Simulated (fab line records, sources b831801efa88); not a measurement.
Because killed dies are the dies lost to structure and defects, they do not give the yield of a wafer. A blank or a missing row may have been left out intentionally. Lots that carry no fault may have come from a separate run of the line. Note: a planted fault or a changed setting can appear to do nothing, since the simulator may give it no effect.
Problem report, 8D (eight disciplines) form, completed by code + flow gf180mcu + the parts of the form that need people (team, actions taken, sign-off) are left out

## 1. PROBLEM STATEMENT
Mean of timeToEndpointS at GF_V1_CMP_26: 42 s across 2 wafers in 2 lots; on wafers with no fault it is 83 s (standard deviation 4.4). Measured from the usual mean, that is -9.2 standard deviations.
The step: polishes, stops on SiO2, t overpolish 15 s, target thk 0 nm.
Earliest sighting: wafer L280.2 on cmp-02 at day 23 20:28. Wafers with a number at this step in the record: 39, from 13 lots. The rule behind "out" and "out of limits": a value lying over 4 standard deviations away from the usual mean. Any other wafer with a number is counted as sound.

## 2. WHAT IT IS; WHAT IT IS NOT
| question                    | is                | is not                                                                    |
|-----------------------------|-------------------|---------------------------------------------------------------------------|
| which readings at this step | timeToEndpointS   | motorCurrentA, overpolishRunS, retainingRingPressureFrac                  |
| which lots                  | L280, L284        | L266, L267, L268, L269, L270, L272, L274, L275, L279, L281, L287          |
| which wafers of those lots  | L280.2, L284.4    | L280.3, L280.4, L284.2, L284.3                                            |
| read on which tools         | cmp-02            | cmp-01                                                                    |
| when                        | from day 23 20:28 | up to then (32 sound wafers); but 5 sound wafers of L284, L287 came after |

## 3. THE SUSPECTS, EACH WITH WHAT RULES IT OUT
Counting: a tool at a process step up to the reading stays a suspect if it ran every lot that is out. Sound lots after the first of them don't rule it out here, since some wafers of a struck lot are sound.
- cmp-02 at GF_V1_CMP_26 (polishes, stops on SiO2, t overpolish 15 s, target thk 0 nm): kept. It ran every lot that is out, first L280 (day 23 20:28); its last sound lot up to then is L275 (day 22 03:34). Out on those wafers are its own readings of timeToEndpointS.
- cmp-02, GF_V1_CMP_26: wafers that are out in chamber 1, sound lot-mates in chambers 0, 2, 3.
Left after counting: cmp-02 at GF_V1_CMP_26.

## 4. THE CAUSE (what the simulator had put in)
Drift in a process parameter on cmp-02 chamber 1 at GF_V1_CMP_26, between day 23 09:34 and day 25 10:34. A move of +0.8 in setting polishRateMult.
Only this tool survived the counting.

## 5. THE EFFECT CHAIN, in route order
Rows list readings where the struck wafers' mean (over those with a number) sits beyond 3 standard deviations from the usual. Only readings whose record carries a usual standard deviation are examined. hours: median over the lots of the time between each lot's start at the first step of this table that gives one and its start at this step. sigmas: the change, counted in usual standard deviations.
| hours | step         | reading         | usual | on struck wafers | change | sigmas |
|-------|--------------|-----------------|-------|------------------|--------|--------|
| 0     | GF_V1_CMP_26 | timeToEndpointS | 83 s  | 42               | -40    | -9.2   |
Its process steps:
- GF_V1_CMP_26: polishes, stops on SiO2, t overpolish 15 s, target thk 0 nm.

## 6. HOW IT WOULD HAVE BEEN CAUGHT EARLIER
11 hours passed between the start of the fault at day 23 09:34 and the first reading out of limits in this record, taken at day 23 20:28.
